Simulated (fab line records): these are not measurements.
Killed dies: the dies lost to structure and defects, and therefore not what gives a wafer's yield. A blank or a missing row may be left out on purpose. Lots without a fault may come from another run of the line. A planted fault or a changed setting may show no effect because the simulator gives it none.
fab line records	flow gf180mcu	part 1 of 2: steps 1 to 29 of 42
record lots=5	wafers=15	last-day=34
route steps=602 shown PSD@259 NSD@262 SAB@264 SALICIDE@278 CONTACT@287
lots with no fault: from the same line, run without faults
start-h: start of the lot's first displayed wafer, in hours after the record's first day	wait-h: hours since the lot's step before	" the same as in the row above	L1.1+2: a single row standing in for several wafers	- either no value or no given start	* or withheld: withheld	< > ~ a bound
route shown NAME@n: a module of which the file shows steps, and the number in the route of the first	usual: mean/standard deviation taken from wafers without a fault	same: alike in all rows	chamber/n: place in a boat	sites: per-site readings	_std_site: the standard deviation of these	_edge_site: inner sites' mean taken away from outer sites' mean	radius-mm: for every site, how far away it sits from the centre of the wafer	mask NAME#n: copy n	behind: the most recent tool/chamber to have shaped the wafer	hold: why the lot was held/for how many hours/how that ended	device: names the non-switching transistor (n, p or np)	end of line: tests of these same wafers at the route's end	step lacking rows: just its recipe	killed: dies lost to structure and defects at the first sort, not the wafer's yield	map: per-die view of a wafer (x killed, . not killed, _ where there is no die)
set.NAME: setting as actually run; set.NAME@STEP: the setting as run at that earlier step	model.NAME: the simulator's own value behind a step, which no gauge read
lots at selected steps of the route; one table per step, one row per wafer
services: the hour from which a tool's chamber was out of use, counted from the record's first day as start-h (under 0 if before that day), plus the number of hours and why
## steps
# step GF_PSD_TW_MEAS_11
# usual PSD_TW=3163/24
lot.wafer	tool	chamber	start-h	wait-h	PSD_TW
L074.4	film-metro-04	-	318.93	0.1	3194
L074.5	"	-	"	"	3178
L074.6	"	-	"	"	3198
L080.2	film-metro-02	-	370.17	0.1	3130
L080.3	"	-	"	"	3141
L080.4	"	-	"	"	3135
L083.1	film-metro-03	-	392.35	0.1	3156
L083.3	"	-	"	"	3159
L083.4	"	-	"	"	3181
L094.1	film-metro-04	-	487.70	0.1	3183
L094.3	"	-	"	"	3199
L094.6	"	-	"	"	3201
L095.2	film-metro-02	-	498.71	0.1	3129
L095.4	"	-	"	"	3134
L095.5	"	-	"	"	3124
# step GF_PSD_CLEAN_12
# recipe chemistry=SC1/SC2	mix=1:4:20	temp-c=70	time-s=150	dry=n2-spin
lot.wafer	tool	chamber	start-h	wait-h
L074.4+5+6	wet-bench-01	2	318.96	0.0
L080.2+3+4	wet-bench-04	2	370.22	0.0
L083.1+3+4	wet-bench-01	0	392.41	0.1
L094.1+3+6	wet-bench-04	1	487.76	0.1
L095.2+4+5	wet-bench-03	1	498.76	0.0
# step GF_PSD_RTA_13
# recipe temp-c=1025	time-s=20	ambient=N2
# usual lamp-power-pct=35.5/0.56	wafer_temp_C_max=1029.8/1
lot.wafer	tool	chamber	start-h	wait-h	lamp-power-pct	wafer_temp_C_max
L074.4	rtp-anneal-02	0	319.06	0.0	34.7	1028.9
L074.5	"	0	"	"	34.7	1032.4
L074.6	"	0	"	"	34.7	1032.1
L080.2	rtp-anneal-01	0	370.28	0.0	35.9	1030.7
L080.3	"	0	"	"	35.9	1029.3
L080.4	"	0	"	"	35.9	1030.7
L083.1	rtp-anneal-02	0	392.46	0.0	34.8	1030.1
L083.3	"	0	"	"	34.7	1030.5
L083.4	"	0	"	"	34.7	1029.5
L094.1	rtp-anneal-01	0	487.81	0.0	35.9	1030.3
L094.3	"	0	"	"	35.9	1029.1
L094.6	"	0	"	"	35.9	1028.1
L095.2	rtp-anneal-01	0	498.82	0.0	35.9	1031.4
L095.4	"	0	"	"	35.9	1030.0
L095.5	"	0	"	"	35.9	1031.1
# step GF_PSD_RS_MEAS_14
# recipe thk-meas-gauge=four-point-probe
# usual NSD_RS=46.11/0.11
lot.wafer	tool	chamber	start-h	wait-h	NSD_RS[ohm/sq]
L074.4	film-metro-03	-	319.16	0.1	46.18
L074.5	"	-	"	"	46.27
L074.6	"	-	"	"	46.23
L080.2	film-metro-03	-	370.37	0.1	46.17
L080.3	"	-	"	"	46.10
L080.4	"	-	"	"	46.12
L083.1	film-metro-04	-	392.54	0.1	46.03
L083.3	"	-	"	"	46.09
L083.4	"	-	"	"	45.97
L094.1	film-metro-02	-	487.90	0.1	45.90
L094.3	"	-	"	"	45.88
L094.6	"	-	"	"	46.13
L095.2	film-metro-03	-	498.91	0.1	46.22
L095.4	"	-	"	"	46.22
L095.5	"	-	"	"	46.16
# step GF_PSD_RS_MEAS_15
# recipe thk-meas-gauge=four-point-probe
# usual PSD_RS=108.5/0.31
lot.wafer	tool	chamber	start-h	wait-h	PSD_RS[ohm/sq]
L074.4	film-metro-03	-	319.28	0.1	108.6
L074.5	"	-	"	"	108.3
L074.6	"	-	"	"	108.5
L080.2	film-metro-03	-	370.49	0.1	108.6
L080.3	"	-	"	"	108.4
L080.4	"	-	"	"	108.4
L083.1	film-metro-04	-	392.66	0.1	108.3
L083.3	"	-	"	"	108.5
L083.4	"	-	"	"	108.2
L094.1	film-metro-02	-	488.02	0.1	108.4
L094.3	"	-	"	"	108.5
L094.6	"	-	"	"	108.4
L095.2	film-metro-03	-	499.03	0.1	108.9
L095.4	"	-	"	"	109.0
L095.5	"	-	"	"	108.9
# step GF_SAB_CVD_00
# recipe material=SiO2	target-thk-nm=50	precursor=TEOS	temp-c=400	time-s=4.9302	rf-w=600
# usual heater-power-w=632/100	rf-fwd-power-W=588.3/3
lot.wafer	tool	chamber	start-h	wait-h	heater-power-w	rf-fwd-power-W
L074.4	pecvd-03	1	319.35	0.0	700	586.5
L074.5	"	0	"	"	722	590.5
L074.6	"	2	"	"	662	585.7
L080.2	pecvd-01	1	370.59	0.1	714	588.6
L080.3	"	2	"	"	582	591.4
L080.4	"	2	"	"	462	589.4
L083.1	pecvd-01	1	392.78	0.1	697	588.1
L083.3	"	0	"	"	538	587.1
L083.4	"	0	"	"	533	587.2
L094.1	pecvd-03	2	488.14	0.1	513	582.8
L094.3	"	0	"	"	844	591.0
L094.6	"	2	"	"	525	584.8
L095.2	pecvd-02	2	499.13	0.1	479	584.5
L095.4	"	1	"	"	589	583.3
L095.5	"	2	"	"	492	586.0
# step GF_SAB_THK_MEAS_01
# recipe reads=SiO2_of_SAB_CVD_00
# usual SAB_CVD_00_THK=50.3/0.78
lot.wafer	tool	chamber	start-h	wait-h	SAB_CVD_00_THK[nm]
L074.4	film-metro-04	-	319.39	0.0	50.4
L074.5	"	-	"	"	51.8
L074.6	"	-	"	"	50.2
L080.2	film-metro-04	-	370.62	0.0	49.2
L080.3	"	-	"	"	49.0
L080.4	"	-	"	"	49.8
L083.1	film-metro-03	-	392.80	0.0	50.3
L083.3	"	-	"	"	50.1
L083.4	"	-	"	"	50.8
L094.1	film-metro-03	-	488.16	0.0	50.0
L094.3	"	-	"	"	50.4
L094.6	"	-	"	"	50.6
L095.2	film-metro-04	-	499.16	0.0	49.9
L095.4	"	-	"	"	49.5
L095.5	"	-	"	"	50.3
# step GF_SAB_DEHYDRATE_02
# recipe temp-c=200	time-s=60
lot.wafer	tool	chamber	start-h	wait-h
L074.4+5+6	litho-track-03	0	329.77	10.4
L080.2+3+4	litho-track-04	0	381.27	10.6
L083.1+3+4	litho-track-04	0	403.64	10.8
L094.1+3+6	litho-track-03	0	499.95	11.8
L095.2+4+5	litho-track-04	0	510.27	11.1
# step GF_SAB_HMDS_03
# recipe prime-time-s=60	prime-temp-c=120
lot.wafer	tool	chamber	start-h	wait-h
L074.4+5+6	litho-track-03	0	329.92	0.1
L080.2+3+4	litho-track-04	0	381.42	0.1
L083.1+3+4	litho-track-04	0	403.79	0.1
L094.1+3+6	litho-track-03	0	500.10	0.1
L095.2+4+5	litho-track-04	0	510.42	0.1
# step GF_SAB_COAT_04
# recipe resist=NOVOLAK	spin-rpm=2978	resist-thk-nm=1000
lot.wafer	tool	chamber	start-h	wait-h
L074.4+5+6	litho-track-03	0	330.07	0.1
L080.2+3+4	litho-track-04	0	381.57	0.1
L083.1+3+4	litho-track-04	0	403.94	0.1
L094.1+3+6	litho-track-03	0	500.25	0.1
L095.2+4+5	litho-track-04	0	510.57	0.1
# step GF_SAB_SOFTBAKE_05
# recipe temp-c=90	time-s=60	resist=NOVOLAK
lot.wafer	tool	chamber	start-h	wait-h
L074.4+5+6	litho-track-03	0	330.22	0.1
L080.2+3+4	litho-track-04	0	381.72	0.1
L083.1+3+4	litho-track-04	0	404.09	0.1
L094.1+3+6	litho-track-03	0	500.40	0.1
L095.2+4+5	litho-track-04	0	510.72	0.1
# step GF_SAB_EXPOSE_06
# recipe mask-id=SAB	target-cd-nm=420	na=0.6	source-shape=conventional	sigma-outer=0.6	dose-mj=140
# usual exposure-dose-mJ-cm2=139.94/0.13	stage-vel-mm-s=500.06/0.26
lot.wafer	tool	chamber	start-h	wait-h	mask	exposure-dose-mJ-cm2	stage-vel-mm-s
L074.4	iline-stepper-01	0	-	-	SAB#0	140.06	500.15
L074.5	"	0	"	"	SAB#0	139.90	500.37
L074.6	"	0	"	"	SAB#0	139.86	500.68
L080.2	iline-stepper-02	0	-	-	SAB#0	139.90	500.20
L080.3	"	0	"	"	SAB#0	139.87	500.27
L080.4	"	0	"	"	SAB#0	139.75	500.24
L083.1	iline-stepper-02	0	-	-	SAB#0	140.11	499.79
L083.3	"	0	"	"	SAB#0	139.95	499.75
L083.4	"	0	"	"	SAB#0	139.95	499.67
L094.1	iline-stepper-01	0	-	-	SAB#0	140.13	499.84
L094.3	"	0	"	"	SAB#0	139.83	499.66
L094.6	"	0	"	"	SAB#0	139.95	499.86
L095.2	iline-stepper-01	0	-	-	SAB#0	139.67	499.65
L095.4	"	0	"	"	SAB#0	140.11	499.92
L095.5	"	0	"	"	SAB#0	139.75	499.80
# step GF_SAB_PEB_07
# recipe temp-c=withheld	time-s=*	resist=NOVOLAK
lot.wafer	tool	chamber	start-h	wait-h
L074.4+5+6	litho-track-02	0	-	-
L080.2+3+4	litho-track-02	0	-	-
L083.1+3+4	litho-track-02	0	-	-
L094.1+3+6	litho-track-02	0	-	-
L095.2+4+5	litho-track-03	0	-	-
# step GF_SAB_DEVELOP_08
# recipe develop-time-s=60	dev-temp-c=23
lot.wafer	tool	chamber	start-h	wait-h
L074.4+5+6	litho-track-02	0	340.64	0.1
L080.2+3+4	litho-track-02	0	393.19	0.1
L083.1+3+4	litho-track-02	0	414.86	0.1
L094.1+3+6	litho-track-02	0	511.91	0.1
L095.2+4+5	litho-track-03	0	523.97	0.1
# step GF_SAB_CD_MEAS_09
# recipe target-cd-nm=420
# usual cd-nm=420.5/2.3
lot.wafer	tool	chamber	start-h	wait-h	cd-nm
L074.4	cd-sem-01	-	340.77	0.1	421.8
L074.5	"	-	"	"	424.2
L074.6	"	-	"	"	424.2
L080.2	cd-sem-01	-	393.33	0.1	422.1
L080.3	"	-	"	"	421.8
L080.4	"	-	"	"	422.1
L083.1	cd-sem-02	-	415.01	0.1	422.9
L083.3	"	-	"	"	423.6
L083.4	"	-	"	"	424.7
L094.1	cd-sem-01	-	512.06	0.1	417.7
L094.3	"	-	"	"	417.5
L094.6	"	-	"	"	419.3
L095.2	cd-sem-01	-	524.12	0.1	416.9
L095.4	"	-	"	"	417.3
L095.5	"	-	"	"	416.3
# step GF_SAB_OVL_MEAS_10
# usual SAB_OVL=0.3/1.3
lot.wafer	tool	chamber	start-h	wait-h	SAB_OVL[nm]
L074.4	overlay-01	-	340.85	0.1	-2.9
L074.5	"	-	"	"	-0.7
L074.6	"	-	"	"	0.6
L080.2	overlay-01	-	393.44	0.1	0.4
L080.3	"	-	"	"	0.1
L080.4	"	-	"	"	0.6
L083.1	overlay-02	-	415.13	0.1	1.7
L083.3	"	-	"	"	0.6
L083.4	"	-	"	"	0.3
L094.1	overlay-02	-	512.18	0.1	-0.7
L094.3	"	-	"	"	-1.0
L094.6	"	-	"	"	-0.2
L095.2	overlay-01	-	524.22	0.1	0.5
L095.4	"	-	"	"	-0.5
L095.5	"	-	"	"	0.6
# step GF_SAB_ETCH_11
# recipe chemistry=C4F8/O2/Ar	mask-material=NOVOLAK	target=SiO2	target-depth-nm=55	source-w=1500	bias-w=1200	pressure-mtorr=40	c4f8-flow-sccm=withheld	O2_flow_sccm=6	Ar_flow_sccm=300	time-s=8.5
# usual chamber-pressure-mTorr=40.00/0.035	oes-product-au=1.003/0.014	rf-fwd-power-W=1473/7.9
lot.wafer	tool	chamber	start-h	wait-h	chamber-pressure-mTorr	oes-product-au	rf-fwd-power-W	rf-hours-counter-h
L074.4	rie-diel-03	2	340.87	0.0	39.92	1.012	1477	1
L074.5	"	0	"	"	39.99	1.013	1485	-
L074.6	"	3	"	"	40.00	1.006	1488	-
L080.2	rie-diel-02	0	393.47	0.0	40.00	1.001	1485	1
L080.3	"	1	"	"	40.00	1.013	1461	0
L080.4	"	2	"	"	40.06	0.991	1468	12
L083.1	rie-diel-03	1	415.17	0.0	40.00	0.975	1473	9
L083.3	"	3	"	"	39.95	0.992	1475	19
L083.4	"	0	"	"	39.96	1.005	1477	6
L094.1	rie-diel-02	1	512.22	0.0	40.01	1.028	1463	3
L094.3	"	3	"	"	40.01	1.004	1471	8
L094.6	"	2	"	"	39.97	0.999	1476	-
L095.2	rie-diel-04	3	524.25	0.0	40.02	0.992	1476	71
L095.4	"	2	"	"	39.99	1.011	1475	32
L095.5	"	1	"	"	40.00	1.012	1475	-
# step GF_SAB_WET_ETCH_12
# recipe chemistry=dHF	target-depth-nm=22	dry=n2-spin	target=SiO2	temp-c=25	dilution=100:1	time-s=440
lot.wafer	tool	chamber	start-h	wait-h
L074.4+5+6	wet-bench-02	1	340.89	0.0
L080.2+3+4	wet-bench-03	0	393.49	0.0
L083.1+3+4	wet-bench-03	3	415.19	0.0
L094.1+3+6	wet-bench-02	3	512.24	0.0
L095.2+4+5	wet-bench-02	0	524.27	0.0
# step GF_SAB_STRIP_13
# recipe chemistry=O2/N2	power-w=1400	pressure-mtorr=1500	platen-temp-c=250	o2-flow-sccm=3000	n2-flow-sccm=300	overash-fraction=0.5
# usual chamber-pressure-mTorr=1500.1/1.5	drypump-motor-current-A=5.5/0.46	heater-power-w=330/11	oes-product-au=0.710/0.0045	strip-time-to-endpoint-s=12.65/0.034
lot.wafer	tool	chamber	start-h	wait-h	chamber-pressure-mTorr	drypump-motor-current-A	heater-power-w	oes-product-au	rf-hours-counter-h	strip-time-to-endpoint-s
L074.4	plasma-asher-02	1	341.07	0.0	1498.7	4.8	326	0.706	-	12.59
L074.5	"	0	"	"	1498.4	6.0	350	0.715	-	12.62
L074.6	"	1	"	"	1503.2	4.8	326	0.717	-	12.60
L080.2	plasma-asher-01	0	393.63	0.0	1497.2	5.4	335	0.707	62	12.66
L080.3	"	1	"	"	1501.4	5.5	321	0.717	-	12.67
L080.4	"	0	"	"	1502.8	5.4	332	0.712	-	12.61
L083.1	plasma-asher-02	1	415.33	0.0	1497.0	4.8	325	0.701	75	12.70
L083.3	"	0	"	"	1499.8	6.0	331	0.710	-	12.72
L083.4	"	1	"	"	1500.6	4.8	322	0.712	-	12.67
L094.1	plasma-asher-02	1	512.38	0.0	1503.2	4.8	325	0.714	8	12.61
L094.3	"	1	"	"	1498.1	4.8	322	0.710	-	12.60
L094.6	"	1	"	"	1499.6	4.8	314	0.708	-	12.61
L095.2	plasma-asher-01	1	524.42	0.0	1500.6	5.6	319	0.699	75	12.63
L095.4	"	1	"	"	1500.7	5.6	321	0.704	-	12.66
L095.5	"	0	"	"	1498.8	5.3	343	0.711	-	12.67
# step GF_SALICIDE_CLEAN_00
# recipe chemistry=SC1/SC2	mix=1:4:20	temp-c=70	time-s=150
lot.wafer	tool	chamber	start-h	wait-h
L074.4+5+6	wet-bench-03	0	341.13	0.0
L080.2+3+4	wet-bench-04	3	393.73	0.1
L083.1+3+4	wet-bench-04	2	415.43	0.1
L094.1+3+6	wet-bench-04	1	512.48	0.1
L095.2+4+5	wet-bench-04	0	524.52	0.1
# step GF_SALICIDE_WET_ETCH_01
# recipe chemistry=dHF	target-depth-nm=5	dry=ipa-marangoni	target=SiO2	temp-c=25	dilution=100:1	time-s=100
lot.wafer	tool	chamber	start-h	wait-h
L074.4+5+6	wet-bench-02	0	341.18	0.0
L080.2+3+4	wet-bench-02	0	393.78	0.0
L083.1+3+4	wet-bench-02	0	415.49	0.0
L094.1+3+6	wet-bench-03	1	512.53	0.0
L095.2+4+5	wet-bench-02	2	524.57	0.0
# step GF_SALICIDE_SPUTTER_02
# recipe material=Co	target-thk-nm=10	power-w=1000	time-s=19.75	chamber-pressure-pa=0.4
# usual throttle-valve-pct=30.2/1.6
lot.wafer	tool	chamber	start-h	wait-h	throttle-valve-pct
L074.4	pvd-sputter-02	-	341.22	0.0	29.8
L074.5	"	-	"	"	28.8
L074.6	"	-	"	"	29.9
L080.2	pvd-sputter-03	-	393.82	0.0	28.4
L080.3	"	-	"	"	33.0
L080.4	"	-	"	"	30.5
L083.1	pvd-sputter-04	-	415.52	0.0	31.6
L083.3	"	-	"	"	32.0
L083.4	"	-	"	"	28.9
L094.1	pvd-sputter-04	-	512.57	0.0	32.1
L094.3	"	-	"	"	28.9
L094.6	"	-	"	"	28.0
L095.2	pvd-sputter-02	-	524.60	0.0	29.7
L095.4	"	-	"	"	28.2
L095.5	"	-	"	"	29.8
# step GF_SALICIDE_SPUTTER_03
# recipe material=TiN	target-thk-nm=20	power-w=6500	time-s=16.7	chamber-pressure-pa=0.4
# usual throttle-valve-pct=30.2/1.6
lot.wafer	tool	chamber	start-h	wait-h	throttle-valve-pct
L074.4	pvd-sputter-02	-	341.25	0.0	29.7
L074.5	"	-	"	"	28.7
L074.6	"	-	"	"	29.9
L080.2	pvd-sputter-03	-	393.85	0.0	28.4
L080.3	"	-	"	"	33.3
L080.4	"	-	"	"	30.6
L083.1	pvd-sputter-04	-	415.55	0.0	31.1
L083.3	"	-	"	"	31.9
L083.4	"	-	"	"	29.1
L094.1	pvd-sputter-04	-	512.59	0.0	32.1
L094.3	"	-	"	"	28.9
L094.6	"	-	"	"	28.3
L095.2	pvd-sputter-02	-	524.63	0.0	29.6
L095.4	"	-	"	"	27.7
L095.5	"	-	"	"	30.0
# step GF_SALICIDE_RS_MEAS_04
# recipe thk-meas-gauge=four-point-probe	reads=TiN_of_SALICIDE_SPUTTER_03+Co_of_SALICIDE_SPUTTER_02
# usual SALICIDE_TIN_RS=16.4/0.42
lot.wafer	tool	chamber	start-h	wait-h	SALICIDE_TIN_RS[ohm/sq]
L074.4	film-metro-01	-	341.34	0.1	16.1
L074.5	"	-	"	"	16.7
L074.6	"	-	"	"	15.9
L080.2	film-metro-01	-	393.89	0.0	16.7
L080.3	"	-	"	"	16.1
L080.4	"	-	"	"	16.6
L083.1	film-metro-03	-	415.58	0.0	16.0
L083.3	"	-	"	"	16.3
L083.4	"	-	"	"	16.0
L094.1	film-metro-02	-	512.62	0.0	16.4
L094.3	"	-	"	"	16.3
L094.6	"	-	"	"	16.0
L095.2	film-metro-01	-	524.68	0.0	16.7
L095.4	"	-	"	"	16.7
L095.5	"	-	"	"	16.6
# step GF_SALICIDE_THK_MEAS_05
# recipe thk-meas-gauge=xrf	reads=TiN_of_SALICIDE_SPUTTER_03
# usual SALICIDE_TIN_THK=20.13/0.25
lot.wafer	tool	chamber	start-h	wait-h	SALICIDE_TIN_THK[nm]
L074.4	film-metro-01	-	341.43	0.1	20.01
L074.5	"	-	"	"	19.87
L074.6	"	-	"	"	20.01
L080.2	film-metro-01	-	394.00	0.1	20.09
L080.3	"	-	"	"	20.22
L080.4	"	-	"	"	20.23
L083.1	film-metro-03	-	415.70	0.1	19.34
L083.3	"	-	"	"	19.92
L083.4	"	-	"	"	19.90
L094.1	film-metro-02	-	512.74	0.1	20.49
L094.3	"	-	"	"	20.48
L094.6	"	-	"	"	20.27
L095.2	film-metro-01	-	524.79	0.1	20.03
L095.4	"	-	"	"	20.06
L095.5	"	-	"	"	20.01
# step GF_SALICIDE_RTA_06
# recipe temp-c=530	time-s=30	ambient=N2
# usual lamp-power-pct=6.37/0.095	wafer_temp_C_max=532.6/0.54
lot.wafer	tool	chamber	start-h	wait-h	lamp-power-pct	wafer_temp_C_max
L074.4	rtp-anneal-02	0	341.51	0.1	6.31	532.2
L074.5	"	0	"	"	6.30	532.2
L074.6	"	0	"	"	6.30	533.9
L080.2	rtp-anneal-01	0	394.07	0.1	6.51	532.5
L080.3	"	0	"	"	6.52	531.7
L080.4	"	0	"	"	6.52	532.4
L083.1	rtp-anneal-02	0	415.76	0.1	6.30	532.4
L083.3	"	0	"	"	6.30	532.4
L083.4	"	0	"	"	6.30	532.0
L094.1	rtp-anneal-01	0	512.80	0.1	6.53	532.2
L094.3	"	0	"	"	6.51	532.5
L094.6	"	0	"	"	6.51	532.1
L095.2	rtp-anneal-02	0	524.86	0.1	6.31	532.2
L095.4	"	0	"	"	6.31	532.6
L095.5	"	0	"	"	6.31	532.5
# step GF_SALICIDE_WET_ETCH_07
# recipe chemistry=SPM	target-depth-nm=120	dry=n2-spin
lot.wafer	tool	chamber	start-h	wait-h
L074.4+5+6	wet-bench-04	0	341.56	0.0
L080.2+3+4	wet-bench-03	3	394.15	0.1
L083.1+3+4	wet-bench-03	3	415.86	0.1
L094.1+3+6	wet-bench-04	2	512.90	0.1
L095.2+4+5	wet-bench-04	3	524.94	0.1
# step GF_SALICIDE_RTA_08
# recipe temp-c=800	time-s=30	ambient=N2
# usual lamp-power-pct=17.89/0.27	wafer_temp_C_max=803.7/0.85
lot.wafer	tool	chamber	start-h	wait-h	lamp-power-pct	wafer_temp_C_max
L074.4	rtp-anneal-01	0	341.72	0.1	18.10	803.3
L074.5	"	0	"	"	18.10	803.6
L074.6	"	0	"	"	18.09	804.0
L080.2	rtp-anneal-02	0	394.26	0.0	17.49	803.6
L080.3	"	0	"	"	17.48	802.8
L080.4	"	0	"	"	17.49	805.1
L083.1	rtp-anneal-01	0	415.96	0.0	18.10	802.6
L083.3	"	0	"	"	18.08	804.1
L083.4	"	0	"	"	18.08	803.0
L094.1	rtp-anneal-02	0	512.99	0.0	17.49	804.4
L094.3	"	0	"	"	17.51	803.7
L094.6	"	0	"	"	17.53	803.9
L095.2	rtp-anneal-01	0	525.05	0.0	18.10	805.8
L095.4	"	0	"	"	18.06	803.9
L095.5	"	0	"	"	18.08	802.7
# step GF_CONTACT_CVD_00
# recipe material=SiO2	target-thk-nm=300	sigma-open-frac=0.3	temp-c=400	time-s=50	sih4-flow-sccm=60	pressure-mtorr=6
lot.wafer	tool	chamber	start-h	wait-h
L074.4+5+6	hdpcvd-01	2,0,2	341.79	0.1
L080.2+3+4	hdpcvd-02	0,1,2	394.34	0.1
L083.1+3+4	hdpcvd-01	0,2,1	416.06	0.1
L094.1+3+6	hdpcvd-02	2,1,0	513.09	0.1
L095.2+4+5	hdpcvd-01	0,1,0	525.13	0.1
